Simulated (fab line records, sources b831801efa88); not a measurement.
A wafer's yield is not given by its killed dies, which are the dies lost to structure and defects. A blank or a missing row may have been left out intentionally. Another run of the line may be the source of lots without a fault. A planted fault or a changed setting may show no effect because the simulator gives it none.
Struck lot and sound lot, side by side | flow sky130 | 44 out of 708 route steps
Sound: these wafers, L907.4, L907.5, L907.6. Struck: wafers L922.5, L922.6 (left out: L922.1, a lot-mate that was not struck); the cause follows at the end.
For every step that has rows: the tool of each side, followed by ch and its chambers, followed by its first start. Under that, the readings that differ: sound wafers | struck wafers | difference of the means | sigmas: that difference in standard deviations of wafers without a fault.
alike: same words and numbers on both sides, and readings whose means sit less than 2 such deviations apart. not compared: any withheld reading, any reading some wafer has no value for, any bound like >300 that may hide the same value, and any number with overlapping values for which the record gives no deviation.
The two part at a step that has a row with sigmas, a row that says differs or no value, or rows on one side only. Numbers that have no deviation but don't overlap get no sigmas and don't part them. Lack of a reading on every wafer of one side parts them only where that side has two or more wafers.

first, 5 steps without rows for these wafers: SKY_VIA2_ETCH_15 (etches SiO2 in C4F8/O2/Ar, stops on TiN, target depth 546 nm, time 84 s); SKY_VIA2_STRIP_16 (strips in O2/N2); SKY_VIA2_STRIP_17 (strips in post etch residue remover, time 1200 s); SKY_VIA2_CLEAN_18 (cleans in IPA, time 180 s); SKY_VIA2_CLEAN_19 (cleans in O3/DIW).
SKY_VIA2_SPUTTER_20: material TiN, target thk 20 nm, time 80 s.
  sound on pvd-sputter-03, day 36 17:52; struck on pvd-sputter-03, day 41 03:24
  alike: cathode-dc-power-W, throttle-valve-pct
then, 1 step without rows for these wafers: SKY_VIA2_CVD_21 (deposits W, target thk 420 nm, time 126.4 s).
SKY_VIA2_RS_MEAS_22: measurement is done with a four-point probe.
  sound on film-metro-01, day 36 18:05; struck on film-metro-03, day 41 03:35
  alike: VIA2_W_RS
SKY_VIA2_THK_MEAS_23: measures by xrf.
  sound on film-metro-01, day 36 18:10; struck on film-metro-03, day 41 03:43
  alike: VIA2_W_THK
then, 3 steps without rows for these wafers: SKY_VIA2_CMP_24 (polishes, stops on SiO2, t overpolish 20 s, target thk 0 nm); SKY_METAL3_SPUTTER_00 (material Ti, target thk 15 nm, time 10 s); SKY_METAL3_SPUTTER_01 (material TiN, target thk 20 nm, time 16.7 s).
SKY_METAL3_SPUTTER_02: material AlCu, target thk 735 nm, time 39.1 s.
  sound on pvd-sputter-03, day 36 18:34; struck on pvd-sputter-02, day 41 04:07
  reading                                     | sound           | struck      | difference | sigmas
  model.AlCu_of_METAL3_SPUTTER_02.thk-nm (nm) | 730.8 740 748.9 | 861.6 863.4 | +122.6     |
  alike: cathode-dc-power-W, throttle-valve-pct
then, 1 step without rows for these wafers: SKY_METAL3_SPUTTER_03 (material Ti, target thk 5 nm, time 3.3 s).
SKY_METAL3_SPUTTER_04: material TiN, target thk 70 nm, time 58.3 s.
  sound on pvd-sputter-03, day 36 18:38; struck on pvd-sputter-02, day 41 04:11
  alike: cathode-dc-power-W, throttle-valve-pct
SKY_CAPM_CVD_00: deposits SiO2, target thk 15.5 nm.
  sound on pecvd-03 ch 0,1,2, day 36 18:40; struck on pecvd-03 ch 0,1, day 41 04:14
  alike: heater-power-outer-w, heater-power-w
SKY_CAPM_THK_MEAS_01:
  sound on film-metro-04, day 36 18:43; struck on film-metro-03, day 41 04:15
  alike: CAPM_CVD_00_THK
SKY_CAPM_SPUTTER_02: material TiN, target thk 200 nm, time 166.7 s.
  sound on pvd-sputter-04, day 36 18:44; struck on pvd-sputter-04, day 41 04:19
  alike: cathode-dc-power-W, throttle-valve-pct
SKY_CAPM_RS_MEAS_03: measurement is done with a four-point probe.
  sound on film-metro-01, day 36 18:55; struck on film-metro-04, day 41 04:25
  alike: CAPM_TIN_RS
SKY_CAPM_THK_MEAS_04: measures by xrf.
  sound on film-metro-01, day 36 19:00; struck on film-metro-04, day 41 04:32
  alike: CAPM_TIN_THK
then, 7 steps without rows for these wafers: SKY_CAPM_DEHYDRATE_05 (time 60 s); SKY_CAPM_HMDS_06 (prime time 60 s); SKY_CAPM_COAT_07 (resist thk 1140 nm); SKY_CAPM_SOFTBAKE_08 (time 60 s); SKY_CAPM_EXPOSE_09 (exposes mask CAPM, target cd 1000 nm); SKY_CAPM_PEB_10; SKY_CAPM_DEVELOP_11 (develop time 60 s).
SKY_CAPM_OVL_MEAS_12:
  sound on overlay-01, day 37 21:01; struck on overlay-02, day 42 04:57
  alike: CAPM_OVL
then, 1 step without rows for these wafers: SKY_CAPM_METAL_ETCH_13 (etches TiN in Cl2/BCl3, stops on SiO2, target depth 220 nm, time 62.9 s).
SKY_CAPM_STRIP_14: strips in O2/N2.
  sound on plasma-asher-02 ch 0,1, day 37 21:09; struck on plasma-asher-04 ch 0,1, day 42 05:04
  alike: drypump-motor-current-A, n2-flow-sccm, oes-product-au, strip-time-to-endpoint-s
  not compared: rf-hours-counter-h
then, 11 steps without rows for these wafers: SKY_CAPM_STRIP_15 (strips in post etch residue remover, time 1200 s); SKY_CAPM_CLEAN_16 (cleans in IPA, time 180 s); SKY_CAPM_CLEAN_17 (cleans in O3/DIW); SKY_METAL3_DEHYDRATE_05 (time 60 s); SKY_METAL3_HMDS_06 (prime time 60 s); SKY_METAL3_COAT_07 (resist thk 60 nm); SKY_METAL3_COAT_08 (resist thk 1140 nm); SKY_METAL3_SOFTBAKE_09 (time 90 s); SKY_METAL3_EXPOSE_10 (exposes mask MM3, target cd 300 nm); SKY_METAL3_PEB_11; SKY_METAL3_DEVELOP_12 (develop time 60 s).
SKY_METAL3_CD_MEAS_13: the cd target is 300 nm.
  sound on cd-sem-01, day 38 23:14; struck on cd-sem-01, day 43 04:28
  alike: cd-nm
SKY_METAL3_METAL_ETCH_18: etches the open film in Cl2/BCl3, stops on SiO2, target depth 845 nm, time 183.1 s.
  sound on rie-metal-04 ch 0,1, day 38 23:32; struck on rie-metal-01 ch 0,1, day 43 04:46
  reading               | sound             | struck      | difference | sigmas
  oes-product-au (a.u.) | 0.869 0.872 0.880 | 0.932 0.934 | +0.059     | +10
  alike: drypump-motor-current-A, throttle-valve-pct
  not compared: rf-hours-counter-h
-- the record jumps here: 6 days lie between the struck wafers' starts before and after (it left off in module METAL3 and takes up again in module PAD_OPEN, whose first step shown is number 708 of the route) --
SKY_PAD_OPEN_PROBE_99:
  sound on prober-01, day 46 04:41; struck on prober-01, day 49 13:52
  reading                      | sound                  | struck          | difference | sigmas
  model.etest.met3.line-ohm-um | 0.1425 0.1428 0.137    | 0.1216 0.1192   | -0.0204    |
  model.etest.met3.rs-ohm-sq   | 0.04302 0.0423 0.04174 | 0.03662 0.03615 | -0.00597   |
  alike: defect-limited-yield, killed_at_M0_to_M3, killed_at_M4_up, killed-at-contacts, killed-at-front-end, killed-at-other, killed-dies, killed-open, killed-short, sort_bin_3_pad_short, sort_bin_5_function, sort_bin_6_memory, sort-n-pass, sort-yield-pct

## WHERE THEY PART
Within this record, at SKY_METAL3_METAL_ETCH_18 only. Later steps at which nothing parts them and some readings are alike: SKY_PAD_OPEN_PROBE_99.

WHY: the cause the simulator had injected
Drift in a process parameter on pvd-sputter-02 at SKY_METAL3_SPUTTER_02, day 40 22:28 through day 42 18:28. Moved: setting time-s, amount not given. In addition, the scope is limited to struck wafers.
